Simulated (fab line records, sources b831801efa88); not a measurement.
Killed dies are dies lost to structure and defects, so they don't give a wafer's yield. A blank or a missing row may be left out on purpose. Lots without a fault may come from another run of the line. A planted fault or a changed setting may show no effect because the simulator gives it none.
A sampling plan put to the test | flow sky130 | one fab line, 28 faults that these records tell of, each judged on the records of the lots that it struck
The plan is the line's own looks: the steps of the route at which a gauge or an inspection reads the wafer and doesn't change it. A look can be judged if struck wafers have a number there and the file gives its usual mean and standard deviation on fault-free wafers. Caught: at a look after the fault's first step, the mean of the struck wafers lies 4 or more of those standard deviations (sigma) from the usual mean. On the tool: the same test on the tool's own readings at the fault's steps. Another recipe on the struck wafers, or a record that is blank for them alone, also counts as caught.

THE FAULTS, as the simulator had put them in
1. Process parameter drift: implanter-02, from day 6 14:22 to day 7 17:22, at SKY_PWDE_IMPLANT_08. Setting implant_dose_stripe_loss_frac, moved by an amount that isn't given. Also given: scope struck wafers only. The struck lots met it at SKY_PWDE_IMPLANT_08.
2. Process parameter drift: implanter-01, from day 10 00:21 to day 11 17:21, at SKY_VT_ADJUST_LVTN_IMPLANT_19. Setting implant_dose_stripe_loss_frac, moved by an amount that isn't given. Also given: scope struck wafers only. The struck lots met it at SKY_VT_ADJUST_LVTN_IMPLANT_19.
3. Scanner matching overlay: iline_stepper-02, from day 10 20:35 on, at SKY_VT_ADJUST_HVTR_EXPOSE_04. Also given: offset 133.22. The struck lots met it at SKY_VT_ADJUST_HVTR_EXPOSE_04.
4. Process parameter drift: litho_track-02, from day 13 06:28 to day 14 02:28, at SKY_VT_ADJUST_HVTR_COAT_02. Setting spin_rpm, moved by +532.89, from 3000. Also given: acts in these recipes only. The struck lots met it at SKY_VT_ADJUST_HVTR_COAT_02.
5. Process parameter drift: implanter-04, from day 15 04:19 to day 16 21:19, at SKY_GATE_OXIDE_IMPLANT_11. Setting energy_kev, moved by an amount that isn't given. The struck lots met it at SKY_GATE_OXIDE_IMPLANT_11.
6. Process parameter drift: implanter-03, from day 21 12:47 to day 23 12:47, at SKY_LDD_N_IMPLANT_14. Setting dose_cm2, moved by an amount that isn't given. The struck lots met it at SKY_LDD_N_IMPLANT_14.
7. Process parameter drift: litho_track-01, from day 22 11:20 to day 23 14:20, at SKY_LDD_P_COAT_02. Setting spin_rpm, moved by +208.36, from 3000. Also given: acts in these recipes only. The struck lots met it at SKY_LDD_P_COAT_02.
8. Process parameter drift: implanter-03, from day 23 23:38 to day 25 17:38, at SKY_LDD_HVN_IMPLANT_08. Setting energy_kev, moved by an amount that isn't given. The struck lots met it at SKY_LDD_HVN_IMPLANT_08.
9. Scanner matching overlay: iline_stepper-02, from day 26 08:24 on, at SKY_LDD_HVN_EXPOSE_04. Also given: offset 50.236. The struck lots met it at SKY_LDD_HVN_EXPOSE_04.
10. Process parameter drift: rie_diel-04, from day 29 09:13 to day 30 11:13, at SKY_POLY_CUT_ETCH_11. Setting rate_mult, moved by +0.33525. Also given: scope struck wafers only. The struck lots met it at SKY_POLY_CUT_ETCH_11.
11. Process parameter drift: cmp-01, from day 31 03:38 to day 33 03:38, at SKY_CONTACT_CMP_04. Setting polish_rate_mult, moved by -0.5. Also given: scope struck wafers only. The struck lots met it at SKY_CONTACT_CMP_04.
12. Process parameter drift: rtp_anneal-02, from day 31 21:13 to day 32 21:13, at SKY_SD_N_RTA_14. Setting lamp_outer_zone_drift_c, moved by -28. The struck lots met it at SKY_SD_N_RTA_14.
13. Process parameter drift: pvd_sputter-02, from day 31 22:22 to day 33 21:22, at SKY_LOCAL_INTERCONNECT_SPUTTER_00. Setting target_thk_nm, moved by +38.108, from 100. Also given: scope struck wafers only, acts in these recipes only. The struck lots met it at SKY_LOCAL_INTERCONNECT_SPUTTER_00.
14. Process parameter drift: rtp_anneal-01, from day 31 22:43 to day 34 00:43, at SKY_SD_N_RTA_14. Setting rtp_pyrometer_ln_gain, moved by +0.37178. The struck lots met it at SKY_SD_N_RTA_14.
15. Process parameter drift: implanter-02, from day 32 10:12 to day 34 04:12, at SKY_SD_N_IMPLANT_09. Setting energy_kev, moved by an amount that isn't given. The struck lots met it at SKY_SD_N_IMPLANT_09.
16. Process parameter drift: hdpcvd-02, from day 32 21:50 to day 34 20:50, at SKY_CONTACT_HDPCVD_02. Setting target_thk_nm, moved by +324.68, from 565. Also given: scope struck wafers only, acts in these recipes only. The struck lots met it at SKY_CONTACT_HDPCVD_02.
17. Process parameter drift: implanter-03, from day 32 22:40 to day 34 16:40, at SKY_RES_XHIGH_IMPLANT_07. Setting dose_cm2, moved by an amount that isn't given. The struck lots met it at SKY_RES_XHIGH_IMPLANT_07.
18. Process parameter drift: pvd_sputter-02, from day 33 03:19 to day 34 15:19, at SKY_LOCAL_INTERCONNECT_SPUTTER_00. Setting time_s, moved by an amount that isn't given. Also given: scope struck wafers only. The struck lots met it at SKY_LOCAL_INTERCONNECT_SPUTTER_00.
19. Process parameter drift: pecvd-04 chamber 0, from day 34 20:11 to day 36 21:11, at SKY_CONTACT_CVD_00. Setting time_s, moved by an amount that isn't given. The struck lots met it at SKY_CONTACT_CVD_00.
20. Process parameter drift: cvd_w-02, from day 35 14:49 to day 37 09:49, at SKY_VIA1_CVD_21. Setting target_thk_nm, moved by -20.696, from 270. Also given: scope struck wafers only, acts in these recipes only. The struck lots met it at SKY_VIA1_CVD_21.
21. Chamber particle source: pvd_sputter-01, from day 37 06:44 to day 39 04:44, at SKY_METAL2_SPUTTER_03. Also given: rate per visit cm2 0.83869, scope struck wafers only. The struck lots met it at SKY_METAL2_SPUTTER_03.
22. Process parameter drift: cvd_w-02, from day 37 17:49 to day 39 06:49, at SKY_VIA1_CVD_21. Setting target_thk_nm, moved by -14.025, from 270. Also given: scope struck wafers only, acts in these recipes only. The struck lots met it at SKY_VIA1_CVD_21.
23. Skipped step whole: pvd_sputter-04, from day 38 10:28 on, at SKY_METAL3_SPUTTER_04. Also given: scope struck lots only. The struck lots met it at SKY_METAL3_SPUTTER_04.
24. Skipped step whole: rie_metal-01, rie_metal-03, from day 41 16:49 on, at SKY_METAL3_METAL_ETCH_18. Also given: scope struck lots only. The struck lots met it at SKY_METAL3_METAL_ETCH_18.
25. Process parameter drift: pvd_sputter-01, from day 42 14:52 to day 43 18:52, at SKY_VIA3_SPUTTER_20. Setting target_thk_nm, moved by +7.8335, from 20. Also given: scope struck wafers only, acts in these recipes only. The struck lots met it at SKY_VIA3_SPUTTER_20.
26. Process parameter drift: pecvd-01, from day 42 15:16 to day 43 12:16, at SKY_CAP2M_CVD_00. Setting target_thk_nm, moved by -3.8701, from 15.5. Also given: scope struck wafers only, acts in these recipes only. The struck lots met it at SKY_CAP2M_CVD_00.
27. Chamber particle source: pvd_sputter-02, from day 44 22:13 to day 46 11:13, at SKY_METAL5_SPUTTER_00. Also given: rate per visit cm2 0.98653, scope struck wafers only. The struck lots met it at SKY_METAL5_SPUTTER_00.
28. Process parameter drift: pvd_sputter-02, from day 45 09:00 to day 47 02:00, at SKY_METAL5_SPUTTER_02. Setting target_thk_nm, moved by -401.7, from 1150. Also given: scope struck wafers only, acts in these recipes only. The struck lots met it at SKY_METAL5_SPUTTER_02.

WHAT THE PLAN SAW
fault | on the tool itself                               | first look that catches it                      | reading, sigma                                    | median hours from its first step to that look | hours from the fault's start to the first struck lot there | judged looks passed uncaught
1     | no reading that can be judged                    | SKY_NWELL_RS_MEAS_31                            | PWDE_RS +11                                       | 37.3                                          | 38                                                         | 0
2     | under 2 sigma                                    | SKY_VT_ADJUST_LVTN_TW_MEAS_21                   | VT_ADJUST_LVTN_2_TW -6.6                          | 0.2                                           | 3                                                          | 0
3     | no reading that can be judged                    | SKY_VT_ADJUST_HVTR_OVL_MEAS_08                  | VT_ADJUST_HVTR_OVL +99 or beyond                  | 12.2                                          | 20                                                         | 0
4     | spin_speed_rpm +99 or beyond sigma               | SKY_VT_ADJUST_HVTR_CD_MEAS_07                   | cd_nm +4.8                                        | 13.1                                          | 25                                                         | 0
5     | beam_energy_keV +99 or beyond sigma              | no look after it can be judged                  | -                                                 | -                                             | -                                                          | 0
6     | dose_ions_cm2 +99 or beyond sigma                | none of the 2 looks that can be judged after it | strongest: LDD_N_TW at SKY_LDD_N_TW_MEAS_17, +2.5 | -                                             | -                                                          | 2
7     | spin_speed_rpm +99 or beyond sigma               | no look after it can be judged                  | -                                                 | -                                             | -                                                          | 0
8     | beam_energy_keV -99 or beyond sigma              | SKY_LDD_HVN_TW_MEAS_10                          | LDD_HVN_TW -9.0                                   | 0.2                                           | 8                                                          | 0
9     | under 2 sigma                                    | SKY_LDD_HVN_OVL_MEAS_07                         | LDD_HVN_OVL +35                                   | 13.9                                          | 29                                                         | 0
10    | under 2 sigma                                    | no look after it can be judged                  | -                                                 | -                                             | -                                                          | 0
11    | time_to_endpoint_s +7.4 sigma                    | no look after it can be judged                  | -                                                 | -                                             | -                                                          | 0
12    | under 2 sigma                                    | SKY_SD_N_RS_MEAS_16                             | SD_N_RS +20                                       | 0.2                                           | 7                                                          | 0
13    | under 2 sigma                                    | SKY_LOCAL_INTERCONNECT_RS_MEAS_01               | LOCAL_INTERCONNECT_TIN_RS -28                     | 0.1                                           | 15                                                         | 0
14    | lamp_power_pct -28 sigma                         | SKY_SD_N_RS_MEAS_16                             | SD_N_RS +48                                       | 0.2                                           | 7                                                          | 0
15    | beam_energy_keV +99 or beyond sigma              | SKY_SD_N_TW_MEAS_12                             | SD_N_TW +6.6                                      | 0.4                                           | 7                                                          | 0
16    | no reading that can be judged                    | SKY_CONTACT_THK_MEAS_03                         | CONTACT_HDPCVD_THK +77                            | 0.1                                           | 27                                                         | 0
17    | dose_ions_cm2 -99 or beyond sigma                | SKY_RES_XHIGH_TW_MEAS_09                        | RES_XHIGH_TW -36                                  | 0.2                                           | 33                                                         | 0
18    | under 2 sigma                                    | SKY_LOCAL_INTERCONNECT_RS_MEAS_01               | LOCAL_INTERCONNECT_TIN_RS +99 or beyond           | 0.1                                           | 32                                                         | 0
19    | under 2 sigma                                    | SKY_CONTACT_THK_MEAS_01                         | CONTACT_CVD_00_THK -58                            | 0.1                                           | 6                                                          | 0
20    | under 2 sigma                                    | SKY_VIA1_RS_MEAS_22                             | VIA1_W_RS +10                                     | 0.1                                           | 8                                                          | 0
21    | under 2 sigma                                    | not the one look that can be judged after it    | -                                                 | -                                             | -                                                          | 1
22    | under 2 sigma                                    | SKY_VIA1_RS_MEAS_22                             | VIA1_W_RS +5.4                                    | 0.1                                           | 18                                                         | 0
23    | the tool's record is blank for the struck wafers | no look after it can be judged                  | -                                                 | -                                             | -                                                          | 0
24    | the tool's record is blank for the struck wafers | no look after it can be judged                  | -                                                 | -                                             | -                                                          | 0
25    | under 2 sigma                                    | no look after it can be judged                  | -                                                 | -                                             | -                                                          | 0
26    | under 2 sigma                                    | SKY_CAP2M_THK_MEAS_01                           | CAP2M_CVD_00_THK -19                              | 0.0                                           | 10                                                         | 0
27    | under 2 sigma                                    | no look after it can be judged                  | -                                                 | -                                             | -                                                          | 0
28    | under 2 sigma                                    | SKY_METAL5_RS_MEAS_05                           | METAL5_ALCU_RS +49                                | 0.1                                           | 5                                                          | 0
A dash: the fault isn't caught, or these records don't give the number.

Caught at a look: 18 of 28. Caught on the tool: 11 of 28. By one or the other: 24 of 28.
Caught on the tool alone: faults 5, 6, 7, 11, 23, 24.
Caught at a look alone: faults 1, 2, 3, 9, 12, 13, 16, 18, 19, 20, 22, 26, 28.
Caught by neither: faults 10, 21, 25, 27.

THINNER SAMPLING
If the look that catches a fault measured only every second or every third lot, by lot number, the first struck lot would be measured this late in the worst case:
fault | struck lots at that look, in order of time | every lot | every second lot | every third lot
1     | L657, L661                                 | 38 h      | may miss all 2   | may miss all 2
2     | L533, L538                                 | 3 h       | 33 h             | may miss all 2
3     | L155, L160                                 | 20 h      | 49 h             | may miss all 2
4     | L258, L259                                 | 25 h      | 30 h             | may miss all 2
8     | L594, L596                                 | 8 h       | may miss all 2   | may miss all 2
9     | L181, L182, L183, L185                     | 29 h      | 37 h             | 37 h
12    | L234, L236                                 | 7 h       | may miss all 2   | may miss all 2
13    | L222, L223                                 | 15 h      | 22 h             | may miss all 2
14    | L507, L509                                 | 7 h       | may miss all 2   | may miss all 2
15    | L829, L831                                 | 7 h       | may miss all 2   | may miss all 2
16    | L307, L309                                 | 27 h      | may miss all 2   | may miss all 2
17    | L113, L115                                 | 33 h      | may miss all 2   | may miss all 2
18    | L246                                       | 32 h      | may miss it      | may miss it
19    | L589, L591                                 | 6 h       | may miss all 2   | may miss all 2
20    | L837, L839, L840                           | 8 h       | 26 h             | may miss all 3
22    | L114                                       | 18 h      | may miss it      | may miss it
26    | L175, L177                                 | 10 h      | may miss all 2   | may miss all 2
28    | L153, L158                                 | 5 h       | 40 h             | may miss all 2
Hours are from the fault's start to the first struck lot that is measured. The limit of 4 sigma was tested on all struck wafers together, so one lot alone may lie under it. Other struck lots may not be in these records.

THE LONGEST TIMED WAY FROM STEP TO LOOK
Fault 1: a median of 37.3 hours passes between SKY_PWDE_IMPLANT_08 and SKY_NWELL_RS_MEAS_31. No look between them can be judged.
